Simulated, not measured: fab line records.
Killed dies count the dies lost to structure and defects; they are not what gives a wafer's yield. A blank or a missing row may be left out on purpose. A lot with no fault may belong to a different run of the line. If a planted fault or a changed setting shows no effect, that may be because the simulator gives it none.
fab line records    flow sky130
record: lots: 6  wafers: 18  lastDay: 49
route steps=708 shown VIA4@651 METAL5@661 PAD_OPEN@708
lots with no fault: from the same line, run without faults
startH: the number of hours between the record's first day and the start of the first shown wafer of the lot    waitH: hours since the lot's step before    " repeats the value in the row above    L1.1+2: one row covering several wafers at once    - no value present, or no start provided    * or withheld: withheld    < > ~ a bound
route shown NAME@n: names a module that has steps shown in the file, with the first one's number in the route    usual: mean and standard deviation over wafers with no fault    same: alike in all rows    chamber/n: place in a boat    sites: the reading at each site    _std_site: the standard deviation of these    _edge_site: mean of outer sites minus mean of inner sites    radiusMm: for every site, how far away it sits from the centre of the wafer    mask NAME#n: copy n    behind: the most recent tool/chamber to have shaped the wafer    hold: what put the lot on hold/how long, in hours/how the hold closed    device: the n, p or np transistor that did not switch    end of line: the same wafers' tests at the end of the route    a step with no rows: only its recipe    killed: the dies lost at the first sort to structure and to defects; this is not the yield of the wafer    map: dies across one wafer; x = killed, . = not, _ = none there
set.NAME: the setting the step ran with; set.NAME@STEP: the setting that earlier step ran with    model.NAME: the simulator's own value behind a step, which no gauge read
lots seen at some steps along the route; tables by step, rows by wafer
services: the hour from which a tool's chamber was out of use, counted from the record's first day as startH (under 0 if before that day), plus the number of hours and why
== steps ==
step: SKY_VIA4_ETCH_12
recipe: target: SiO2  chemistry: C4F8/O2/Ar  stopOn: TiN  maskMaterial: NOVOLAK  sourceW: 1500  biasW: 1200  pressureMtorr: 40  c4f8FlowSccm: withheld  O2_flow_sccm: 6  Ar_flow_sccm: 300  timeS: withheld  targetDepthA: 5800
step: SKY_VIA4_STRIP_13
recipe: chemistry: O2/N2  powerW: 1400  pressureMtorr: 1500  platenTempC: withheld  o2FlowSccm: 3000  n2FlowSccm: 300  overashFraction: 0.5
usual: drypumpMotorCurrentA: 5.5/0.48  oesProductAu: 0.710/0.0042  stripTimeToEndpointS: 12.79/0.034
same: overashFraction: 0.5
lot.wafer  tool            chamber  startH   waitH  drypumpMotorCurrentA  oesProductAu  rfHoursCounterH  stripTimeToEndpointS
L683.3     plasmaAsher-04  1        1032.48  -      5.2                   0.714         -                12.79
L683.5     "               1        "        "      5.2                   0.705         -                12.74
L683.6     "               0        "        "      5.2                   0.708         -                12.75
L687.1     plasmaAsher-01  0        1055.29  -      5.3                   0.709         61               12.78
L687.3     "               1        "        "      5.3                   0.709         -                12.82
L687.5     "               0        "        "      5.3                   0.705         -                12.77
L691.2     plasmaAsher-03  0        1074.92  -      5.9                   0.708         94               12.83
L691.4     "               0        "        "      5.9                   0.708         -                12.84
L691.5     "               0        "        "      5.9                   0.707         -                12.81
L694.1     plasmaAsher-04  0        1097.34  -      5.2                   0.716         3                12.81
L694.2     "               1        "        "      5.2                   0.709         3                12.83
L694.4     "               0        "        "      5.2                   0.711         -                12.82
L697.2     plasmaAsher-04  1        1110.49  -      5.2                   0.714         4                12.77
L697.4     "               0        "        "      5.3                   0.718         -                12.83
L697.5     "               0        "        "      5.2                   0.712         -                12.77
L699.2     plasmaAsher-03  1        1125.54  -      6.7                   0.710         100              12.83
L699.3     "               0        "        "      5.9                   0.714         -                12.81
L699.5     "               1        "        "      6.7                   0.703         -                12.78
step: SKY_VIA4_STRIP_14
recipe: chemistry: postEtchResidueRemover  timeS: 1200  tempC: 72.5
step: SKY_VIA4_CLEAN_15
recipe: chemistry: IPA  timeS: 180  tempC: 25
step: SKY_VIA4_CLEAN_16
recipe: chemistry: O3/DIW  dry: n2Spin
step: SKY_VIA4_SPUTTER_17
recipe: material: TiN  targetThkNm: 20  chamberPressurePa: 5  powerW: 4000  timeS: 80
usual: cathodeDcPowerW: 4000.0/0.67  throttleValvePct: 29.8/1
lot.wafer  tool           chamber  startH   waitH  cathodeDcPowerW  throttleValvePct
L683.3     pvdSputter-01  -        1033.04  0.0    4000.2           29.6
L683.5     "              -        "        "      3998.6           31.5
L683.6     "              -        "        "      3999.7           30.0
L687.1     pvdSputter-01  -        1055.92  0.0    4000.6           27.9
L687.3     "              -        "        "      4000.0           29.9
L687.5     "              -        "        "      4000.8           31.5
L691.2     pvdSputter-04  -        1075.54  0.0    4000.4           29.6
L691.4     "              -        "        "      4000.4           29.5
L691.5     "              -        "        "      3999.3           29.6
L694.1     pvdSputter-04  -        1097.94  0.0    3999.8           29.2
L694.2     "              -        "        "      3999.4           29.5
L694.4     "              -        "        "      3999.7           29.0
L697.2     pvdSputter-01  -        1111.09  0.0    4000.0           30.1
L697.4     "              -        "        "      3999.1           31.5
L697.5     "              -        "        "      4000.5           27.3
L699.2     pvdSputter-04  -        1126.15  0.0    3999.8           29.6
L699.3     "              -        "        "      3999.7           29.8
L699.5     "              -        "        "      3999.8           29.5
step: SKY_VIA4_CVD_18
recipe: material: W  targetThkNm: 505  timeS: 152.14  tempC: 400  pressureTorr: 40
usual: heaterPowerW: 803/48
lot.wafer  tool     chamber  startH   waitH  heaterPowerW
L683.3     cvdW-02  0        1033.16  0.1    721
L683.5     "        1        "        "      846
L683.6     "        0        "        "      688
L687.1     cvdW-02  1        1055.98  0.0    847
L687.3     "        1        "        "      843
L687.5     "        1        "        "      843
L691.2     cvdW-02  1        1075.61  0.0    852
L691.4     "        1        "        "      838
L691.5     "        1        "        "      860
L694.1     cvdW-01  0        1098.00  0.0    799
L694.2     "        1        "        "      819
L694.4     "        0        "        "      792
L697.2     cvdW-02  1        1111.15  0.0    855
L697.4     "        0        "        "      686
L697.5     "        0        "        "      702
L699.2     cvdW-01  1        1126.21  0.0    813
L699.3     "        0        "        "      795
L699.5     "        0        "        "      804
step: SKY_VIA4_RS_MEAS_19
recipe: thkMeasGauge: four-point-probe  reads: W_of_VIA4_CVD_18+TiN_of_VIA4_SPUTTER_17
usual: VIA4_W_RS: 0.2267/0.0024
lot.wafer  tool          chamber  startH   waitH  VIA4_W_RS[ohm/sq]
L683.3     filmMetro-03  -        1033.30  0.1    0.2265
L683.5     "             -        "        "      0.2292
L683.6     "             -        "        "      0.2255
L687.1     filmMetro-04  -        1056.28  0.3    0.2287
L687.3     "             -        "        "      0.2275
L687.5     "             -        "        "      0.2268
L691.2     filmMetro-04  -        1075.78  0.1    0.2314
L691.4     "             -        "        "      0.2285
L691.5     "             -        "        "      0.2301
L694.1     filmMetro-04  -        1098.15  0.1    0.2243
L694.2     "             -        "        "      0.2242
L694.4     "             -        "        "      0.2253
L697.2     filmMetro-04  -        1111.32  0.1    0.2279
L697.4     "             -        "        "      0.2238
L697.5     "             -        "        "      0.2244
L699.2     filmMetro-03  -        1126.43  0.2    0.2246
L699.3     "             -        "        "      0.2290
L699.5     "             -        "        "      0.2273
step: SKY_VIA4_THK_MEAS_20
recipe: thkMeasGauge: xrf  reads: W_of_VIA4_CVD_18
usual: VIA4_W_THK: 522/7.2
lot.wafer  tool          chamber  startH   waitH  VIA4_W_THK[nm]
L683.3     filmMetro-03  -        1033.40  0.1    522
L683.5     "             -        "        "      514
L683.6     "             -        "        "      525
L687.1     filmMetro-04  -        1056.40  0.1    517
L687.3     "             -        "        "      517
L687.5     "             -        "        "      519
L691.2     filmMetro-04  -        1075.89  0.1    512
L691.4     "             -        "        "      516
L691.5     "             -        "        "      514
L694.1     filmMetro-04  -        1098.27  0.1    529
L694.2     "             -        "        "      531
L694.4     "             -        "        "      527
L697.2     filmMetro-04  -        1111.43  0.1    523
L697.4     "             -        "        "      532
L697.5     "             -        "        "      532
L699.2     filmMetro-03  -        1126.54  0.1    527
L699.3     "             -        "        "      516
L699.5     "             -        "        "      522
step: SKY_VIA4_CMP_21
recipe: stopOn: SiO2  tOverpolishS: 25  downForcePsi: 3.5  platenRpm: 60  targetThkNm: 0  padVelocityMS: 0.94248
step: SKY_METAL5_SPUTTER_00
recipe: material: Ti  targetThkNm: 15  powerW: 3000  timeS: 10  chamberPressurePa: 0.4
step: SKY_METAL5_SPUTTER_01
recipe: material: TiN  targetThkNm: 20  powerW: 6500  timeS: 16.7  chamberPressurePa: 0.4
usual: cathodeDcPowerW: 6500.0/1.2  throttleValvePct: 29.8/1.1
lot.wafer  tool           chamber  startH   waitH  cathodeDcPowerW  throttleValvePct
L683.3     pvdSputter-01  -        1033.78  0.0    6500.7           29.8
L683.5     "              -        "        "      6500.8           30.0
L683.6     "              -        "        "      6500.6           27.4
L687.1     pvdSputter-01  -        1056.78  0.0    6500.3           31.5
L687.3     "              -        "        "      6499.7           27.5
L687.5     "              -        "        "      6499.9           27.4
L691.2     pvdSputter-01  -        1076.29  0.0    6499.0           27.5
L691.4     "              -        "        "      6500.8           30.2
L691.5     "              -        "        "      6497.8           27.5
L694.1     pvdSputter-04  -        1098.65  0.0    6499.3           29.9
L694.2     "              -        "        "      6502.8           29.4
L694.4     "              -        "        "      6498.5           29.5
L697.2     pvdSputter-02  -        1111.80  0.0    6500.3           29.1
L697.4     "              -        "        "      6500.0           28.8
L697.5     "              -        "        "      6499.8           30.3
L699.2     pvdSputter-02  -        1127.03  0.0    6498.5           28.8
L699.3     "              -        "        "      6499.1           30.2
L699.5     "              -        "        "      6499.8           29.7
step: SKY_METAL5_SPUTTER_02
recipe: material: AlCu  targetThkNm: 1150  powerW: 10600  timeS: 61.2  chamberPressurePa: 0.4
usual: cathodeDcPowerW: 10600/1.8  throttleValvePct: 29.8/1.2
lot.wafer  tool           chamber  startH   waitH  cathodeDcPowerW  throttleValvePct  model.AlCu_of_METAL5_SPUTTER_02.thkNm
L683.3     pvdSputter-01  -        1033.80  0.0    10604            30.3              1167
L683.5     "              -        "        "      10600            30.0              1167
L683.6     "              -        "        "      10601            27.4              1164
L687.1     pvdSputter-01  -        1056.81  0.0    11167            31.6              1241
L687.3     "              -        "        "      11166            27.3              1235
L687.5     "              -        "        "      11170            27.5              1233
L691.2     pvdSputter-01  -        1076.31  0.0    11172            27.3              1213
L691.4     "              -        "        "      11166            29.9              1212
L691.5     "              -        "        "      11169            27.4              1207
L694.1     pvdSputter-04  -        1098.68  0.0    10597            29.6              1177
L694.2     "              -        "        "      10599            29.8              1165
L694.4     "              -        "        "      10598            29.1              1168
L697.2     pvdSputter-02  -        1111.83  0.0    10600            28.9              1165
L697.4     "              -        "        "      10600            28.8              1168
L697.5     "              -        "        "      10601            30.4              1149
L699.2     pvdSputter-02  -        1127.05  0.0    10600            28.6              1181
L699.3     "              -        "        "      10597            30.1              1161
L699.5     "              -        "        "      10601            29.4              1146
step: SKY_METAL5_SPUTTER_03
recipe: material: Ti  targetThkNm: 5  powerW: 3000  timeS: 3.3  chamberPressurePa: 0.4
usual: cathodeDcPowerW: 3000.0/0.51  throttleValvePct: 29.8/1.1
lot.wafer  tool           chamber  startH   waitH  cathodeDcPowerW  throttleValvePct
L683.3     pvdSputter-01  -        1033.85  0.0    3000.0           30.0
L683.5     "              -        "        "      3000.5           30.1
L683.6     "              -        "        "      3000.4           27.4
L687.1     pvdSputter-01  -        1056.86  0.0    2999.6           31.6
L687.3     "              -        "        "      3000.7           27.2
L687.5     "              -        "        "      3001.1           27.2
L691.2     pvdSputter-01  -        1076.36  0.0    2999.3           27.8
L691.4     "              -        "        "      3000.0           29.9
L691.5     "              -        "        "      3000.5           27.7
L694.1     pvdSputter-04  -        1098.73  0.0    3000.4           30.0
L694.2     "              -        "        "      2999.9           29.5
L694.4     "              -        "        "      3000.2           29.3
L697.2     pvdSputter-02  -        1111.88  0.0    2999.7           28.8
L697.4     "              -        "        "      3000.2           28.9
L697.5     "              -        "        "      2999.8           30.0
L699.2     pvdSputter-02  -        1127.11  0.0    3000.6           28.9
L699.3     "              -        "        "      3000.7           30.3
L699.5     "              -        "        "      3000.2           29.8
step: SKY_METAL5_SPUTTER_04
recipe: material: TiN  targetThkNm: 70  powerW: 6500  timeS: 58.3  chamberPressurePa: 0.4
step: SKY_METAL5_RS_MEAS_05
recipe: thkMeasGauge: four-point-probe  reads: TiN_of_METAL5_SPUTTER_04+Ti_of_METAL5_SPUTTER_03+AlCu_of_METAL5_SPUTTER_02+TiN_of_METAL5_SPUTTER_01+Ti_of_METAL5_SPUTTER_00
usual: METAL5_ALCU_RS: 0.0269/0.00043
lot.wafer  tool          chamber  startH   waitH  METAL5_ALCU_RS[ohm/sq]
L683.3     filmMetro-02  -        1033.96  0.1    0.0267
L683.5     "             -        "        "      0.0266
L683.6     "             -        "        "      0.0268
L687.1     filmMetro-02  -        1056.93  0.0    0.0250
L687.3     "             -        "        "      0.0252
L687.5     "             -        "        "      0.0253
L691.2     filmMetro-02  -        1076.45  0.0    0.0256
L691.4     "             -        "        "      0.0257
L691.5     "             -        "        "      0.0258
L694.1     filmMetro-04  -        1098.79  0.0    0.0266
L694.2     "             -        "        "      0.0269
L694.4     "             -        "        "      0.0267
L697.2     filmMetro-02  -        1111.96  0.0    0.0268
L697.4     "             -        "        "      0.0267
L697.5     "             -        "        "      0.0271
L699.2     filmMetro-03  -        1127.21  0.1    0.0263
L699.3     "             -        "        "      0.0267
L699.5     "             -        "        "      0.0271
step: SKY_METAL5_THK_MEAS_06
recipe: thkMeasGauge: xrf  reads: AlCu_of_METAL5_SPUTTER_02
usual: METAL5_ALCU_THK: 1138/18
lot.wafer  tool          chamber  startH   waitH  METAL5_ALCU_THK[nm]
L683.3     filmMetro-02  -        1034.06  0.1    1151
L683.5     "             -        "        "      1144
L683.6     "             -        "        "      1151
L687.1     filmMetro-02  -        1057.05  0.1    1223
L687.3     "             -        "        "      1223
L687.5     "             -        "        "      1221
L691.2     filmMetro-02  -        1076.56  0.1    1198
L691.4     "             -        "        "      1186
L691.5     "             -        "        "      1195
L694.1     filmMetro-04  -        1098.91  0.1    1159
L694.2     "             -        "        "      1145
L694.4     "             -        "        "      1149
L697.2     filmMetro-02  -        1112.07  0.1    1137
L697.4     "             -        "        "      1147
L697.5     "             -        "        "      1124
L699.2     filmMetro-03  -        1127.32  0.1    1157
L699.3     "             -        "        "      1141
L699.5     "             -        "        "      1130
step: SKY_METAL5_DEHYDRATE_07
recipe: tempC: 200  timeS: 60
step: SKY_PAD_OPEN_PROBE_99
usual: defectLimitedYield: 82.2/2  killed_at_M0_to_M3: 45/7.2  killed_at_M4_up: 3.0/1.8  killedAtContacts: 25/6.1  killedAtFrontEnd: 14/4.4  killedAtOther: 0.2/0.44  killedDies: 88/10  killedOpen: 48/7.4  killedShort: 40/6.3  sort_bin_3_pad_short: 0.9/0.41  sort_bin_5_function: 10.6/1.5  sort_bin_6_memory: 6.4/1.2  sortNPass: 404/10  sortYieldPct: 82.2/2
same: grossDies: 492  killedAtBackSide: 0  sort_bin_4_leakage[%]: 0  sort_bin_8_speed[%]: 0
lot.wafer  tool       chamber  startH   waitH  defectLimitedYield[%]  killed_at_M0_to_M3  killed_at_M4_up  killedAtContacts  killedAtFrontEnd  killedAtOther  killedDies  killedOpen  killedShort  sort_bin_3_pad_short[%]  sort_bin_5_function[%]  sort_bin_6_memory[%]  sortNPass  sortYieldPct[%]  model.etest.met5.rsOhmSq  model.etest.met5.lineOhmUm
L683.3     prober-02  -        1102.88  0.2    81.7                   45                  0                32                13                0              90          54          36           0.4                      12.0                    5.9                   402        81.7             0.02661                   0.01683
L683.5     prober-02  -        1102.98  0.2    84.3                   46                  3                19                9                 0              77          41          36           0.2                      10.4                    5.1                   415        84.3             0.02676                   0.01691
L683.6     prober-02  -        1103.03  0.2    85.2                   39                  5                15                14                0              73          41          32           1.0                      9.6                     4.3                   419        85.2             0.02649                   0.01666
L687.1     prober-01  -        1123.25  0.1    81.9                   40                  1                34                14                0              89          46          43           0.8                      10.4                    6.9                   403        81.9             0.02518                   0.0159
L687.3     prober-01  -        1123.35  0.2    81.1                   46                  2                22                23                0              93          54          39           1.4                      9.3                     8.1                   399        81.1             0.02495                   0.01571
L687.5     prober-01  -        1123.45  0.2    77.8                   40                  2                43                24                0              109         58          51           1.6                      12.2                    8.3                   383        77.8             0.02519                   0.01589
L691.2     prober-02  -        1140.63  0.1    84.1                   36                  1                26                15                0              78          36          42           0.8                      10.0                    5.1                   414        84.1             0.02586                   0.01624
L691.4     prober-02  -        1140.73  0.2    82.9                   48                  0                23                13                0              84          43          41           0.8                      10.6                    5.7                   408        82.9             0.02582                   0.01623
L691.5     prober-02  -        1140.78  0.2    81.5                   49                  2                24                16                0              91          44          47           0.6                      11.4                    6.5                   401        81.5             0.02585                   0.01631
L694.1     prober-01  -        1160.23  0.1    80.5                   45                  3                30                17                1              96          45          51           0.4                      11.6                    7.5                   396        80.5             0.02667                   0.01684
L694.2     prober-01  -        1160.28  0.1    81.3                   51                  3                32                6                 0              92          61          31           1.0                      11.2                    6.5                   400        81.3             0.02677                   0.0168
L694.4     prober-01  -        1160.38  0.2    79.9                   55                  3                24                17                0              99          57          42           0.6                      11.2                    8.3                   393        79.9             0.02666                   0.01676
L697.2     prober-01  -        1171.70  0.1    80.5                   51                  6                25                14                0              96          53          43           1.0                      11.2                    7.3                   396        80.5             0.02676                   0.01658
L697.4     prober-01  -        1171.80  0.2    83.7                   43                  2                24                11                0              80          48          32           0.8                      10.6                    4.9                   412        83.7             0.02672                   0.01658
L697.5     prober-01  -        1171.85  0.2    80.5                   57                  0                22                17                0              96          56          40           0.8                      11.2                    7.5                   396        80.5             0.02685                   0.01658
L699.2     prober-01  -        1183.28  0.1    82.3                   30                  5                35                17                0              87          45          42           1.0                      10.8                    5.9                   405        82.3             0.02635                   0.01649
L699.3     prober-01  -        1183.33  0.2    80.7                   50                  4                21                19                1              95          50          45           0.6                      11.4                    7.3                   397        80.7             0.02713                   0.01699
L699.5     prober-01  -        1183.43  0.2    83.5                   36                  8                17                20                0              81          35          46           0.6                      11.6                    4.3                   411        83.5             0.02735                   0.01708
killed by level:class
L683.3 CONTACT:geometricParticle:open=14 VIA1:geometricParticle:open=11 VIA3:geometricParticle:open=10 LI_CONTACT:geometricParticle:open=9 VIA3:geometricParticle:short=6 METAL1:geometricParticle:short=4 FIELD_ISO:geometricParticle:open=3 FIELD_ISO:geometricParticle:short=3
L683.5 VIA1:geometricParticle:open=10 VIA3:geometricParticle:open=8 CONTACT:geometricParticle:open=6 METAL3:geometricParticle:short=5 LI_CONTACT:geometricParticle:open=5 VIA2:geometricParticle:open=5 CONTACT:geometricParticle:short=4 METAL1:geometricParticle:short=4
L683.6 VIA1:geometricParticle:open=10 VIA2:geometricParticle:open=9 METAL2:geometricParticle:short=5 LI_CONTACT:geometricParticle:open=4 METAL1:geometricParticle:short=4 FIELD_ISO:geometricParticle:open=3 LI_CONTACT:geometricParticle:short=3 LOCAL_INTERCONNECT:geometricParticle:short=3
L687.1 CONTACT:geometricParticle:open=13 CONTACT:geometricParticle:short=9 VIA2:geometricParticle:open=9 VIA3:geometricParticle:open=7 LOCAL_INTERCONNECT:geometricParticle:short=6 VIA1:geometricParticle:short=5 FIELD_ISO:geometricParticle:short=4 LI_CONTACT:geometricParticle:open=4
L687.3 VIA1:geometricParticle:open=12 CONTACT:geometricParticle:open=7 CONTACT:geometricParticle:short=7 VIA2:geometricParticle:open=6 VIA3:geometricParticle:open=6 FIELD_ISO:geometricParticle:open=5 POLY_GATE:geometricParticle:short=5 LI_CONTACT:geometricParticle:open=5
L687.5 LI_CONTACT:geometricParticle:open=11 CONTACT:geometricParticle:open=11 VIA3:geometricParticle:open=10 CONTACT:geometricParticle:short=9 VIA1:geometricParticle:open=9 VIA1:geometricParticle:short=6 LI_CONTACT:geometricParticle:short=5 METAL1:geometricParticle:short=5
L691.2 CONTACT:geometricParticle:open=9 VIA1:geometricParticle:open=8 POLY_GATE:geometricParticle:short=7 LOCAL_INTERCONNECT:geometricParticle:short=6 CONTACT:geometricParticle:short=6 METAL1:geometricParticle:short=5 LI_CONTACT:geometricParticle:open=4 VIA2:geometricParticle:open=4
L691.4 CONTACT:geometricParticle:open=9 VIA1:geometricParticle:open=9 VIA1:geometricParticle:short=8 VIA2:geometricParticle:open=8 LOCAL_INTERCONNECT:geometricParticle:short=6 FIELD_ISO:geometricParticle:short=5 VIA3:geometricParticle:open=5 POLY_GATE:geometricParticle:short=4
L691.5 VIA1:geometricParticle:open=10 CONTACT:geometricParticle:open=9 VIA3:geometricParticle:short=7 METAL1:geometricParticle:short=7 VIA2:geometricParticle:open=6 FIELD_ISO:geometricParticle:open=5 VIA2:geometricParticle:short=5 POLY_GATE:geometricParticle:short=4
L694.1 LI_CONTACT:geometricParticle:open=7 CONTACT:geometricParticle:open=7 VIA2:geometricParticle:open=7 VIA1:geometricParticle:short=7 VIA3:geometricParticle:open=7 FIELD_ISO:geometricParticle:short=6 CONTACT:geometricParticle:short=6 VIA1:geometricParticle:open=6
L694.2 VIA1:geometricParticle:open=13 VIA2:geometricParticle:open=11 CONTACT:geometricParticle:open=9 VIA3:geometricParticle:open=8 LI_CONTACT:geometricParticle:open=7 VIA1:geometricParticle:short=7 LOCAL_INTERCONNECT:geometricParticle:short=6 METAL2:geometricParticle:short=5
L694.4 VIA1:geometricParticle:open=12 VIA2:geometricParticle:open=10 LI_CONTACT:geometricParticle:open=8 VIA3:geometricParticle:open=8 CONTACT:geometricParticle:open=6 LOCAL_INTERCONNECT:geometricParticle:short=5 METAL2:geometricParticle:short=5 CONTACT:geometricParticle:short=5
L697.2 VIA1:geometricParticle:open=12 CONTACT:geometricParticle:open=10 VIA1:geometricParticle:short=6 LOCAL_INTERCONNECT:geometricParticle:short=5 VIA2:geometricParticle:open=5 METAL1:geometricParticle:open=5 METAL2:geometricParticle:short=5 METAL3:geometricParticle:short=5
L697.4 VIA1:geometricParticle:open=11 CONTACT:geometricParticle:open=9 METAL2:geometricParticle:short=8 POLY_GATE:geometricParticle:open=5 CONTACT:geometricParticle:short=5 LI_CONTACT:geometricParticle:open=5 VIA2:geometricParticle:open=5 FIELD_ISO:geometricParticle:open=4
L697.5 VIA1:geometricParticle:open=12 CONTACT:geometricParticle:short=8 CONTACT:geometricParticle:open=7 VIA3:geometricParticle:open=7 VIA2:geometricParticle:open=7 VIA1:geometricParticle:short=6 VIA2:geometricParticle:short=6 FIELD_ISO:geometricParticle:open=5
L699.2 LI_CONTACT:geometricParticle:open=10 CONTACT:geometricParticle:open=9 FIELD_ISO:geometricParticle:open=7 LI_CONTACT:geometricParticle:short=7 VIA1:geometricParticle:open=6 VIA2:geometricParticle:open=5 FIELD_ISO:geometricParticle:short=4 LOCAL_INTERCONNECT:geometricParticle:short=4
L699.3 METAL1:geometricParticle:short=11 VIA1:geometricParticle:open=10 VIA3:geometricParticle:open=9 VIA2:geometricParticle:open=8 CONTACT:geometricParticle:open=7 LOCAL_INTERCONNECT:geometricParticle:short=5 LI_CONTACT:geometricParticle:open=4 POLY_GATE:geometricParticle:short=3
L699.5 VIA1:geometricParticle:open=8 FIELD_ISO:geometricParticle:short=7 METAL4:geometricParticle:short=7 METAL1:geometricParticle:short=6 METAL3:geometricParticle:short=6 CONTACT:geometricParticle:open=5 VIA3:geometricParticle:open=5 POLY_GATE:geometricParticle:open=4
== services ==
tool            chamber  startH   hours  kind
pvdSputter-02   3        1010.31  -      consumableReplace:kit
pvdSputter-02   3        1010.31  18.0   scheduledDown
pvdSputter-02   3        1010.31  18.0   ventCycle
plasmaAsher-03  -        1012.27  28.1   pm
cvdW-02         0        1049.69  12.3   repair
plasmaAsher-04  -        1055.25  9.0    pm
plasmaAsher-04  0        1055.25  9.0    ventCycle
plasmaAsher-04  1        1055.25  9.0    ventCycle
plasmaAsher-04  0        1064.25  -      clean
plasmaAsher-04  1        1064.25  -      clean
plasmaAsher-01  -        1064.93  1.2    repair
pvdSputter-01   0        1080.42  -      consumableReplace:kit
pvdSputter-01   0        1080.42  18.0   scheduledDown
pvdSputter-01   0        1080.42  18.0   ventCycle
cvdW-02         -        1089.90  2.4    repair
pvdSputter-01   -        1090.68  8.8    repair
pvdSputter-01   -        1090.89  1.3    repair
pvdSputter-02   2        1103.00  -      consumableReplace:kit
pvdSputter-02   2        1103.00  18.0   scheduledDown
pvdSputter-02   2        1103.00  18.0   ventCycle
plasmaAsher-01  -        1109.68  4.9    repair
cvdW-02         -        1115.66  2.8    pm
cvdW-02         1        1118.43  4.7    repair
plasmaAsher-04  -        1120.81  5.1    repair
== key ==
firstSign: step: SKY_METAL5_SPUTTER_02  reading: cathodeDcPowerW  direction: up  sigmas: 99+  usual: 10600  struck: 11168
effect: step: SKY_METAL5_RS_MEAS_05  reading: METAL5_ALCU_RS  direction: down  sigmas: 3.6  usual: 0.0269  struck: 0.0254
effect: step: SKY_METAL5_THK_MEAS_06  reading: METAL5_ALCU_THK  direction: up  sigmas: 3.8  usual: 1138  struck: 1208
modelEffect: step: SKY_METAL5_SPUTTER_02  value: AlCu_of_METAL5_SPUTTER_02.thkNm  without: 1162  struck: 1224
modelEffect: step: SKY_PAD_OPEN_PROBE_99  value: etest.met5.rsOhmSq  without: 0.02683  struck: 0.02547
metAt SKY_METAL5_SPUTTER_02
struckWafers L687.1,L687.3,L687.5,L691.2,L691.4,L691.5
onsetBetween 1033.80 1056.81
fault: kind: processParameterDrift  tool: pvdSputter-01  chamber: -  onsetH: 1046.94  steps: SKY_METAL5_SPUTTER_02  channel: powerW  offset: *  shape: step  endH: 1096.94  actsIn: *  stated: *
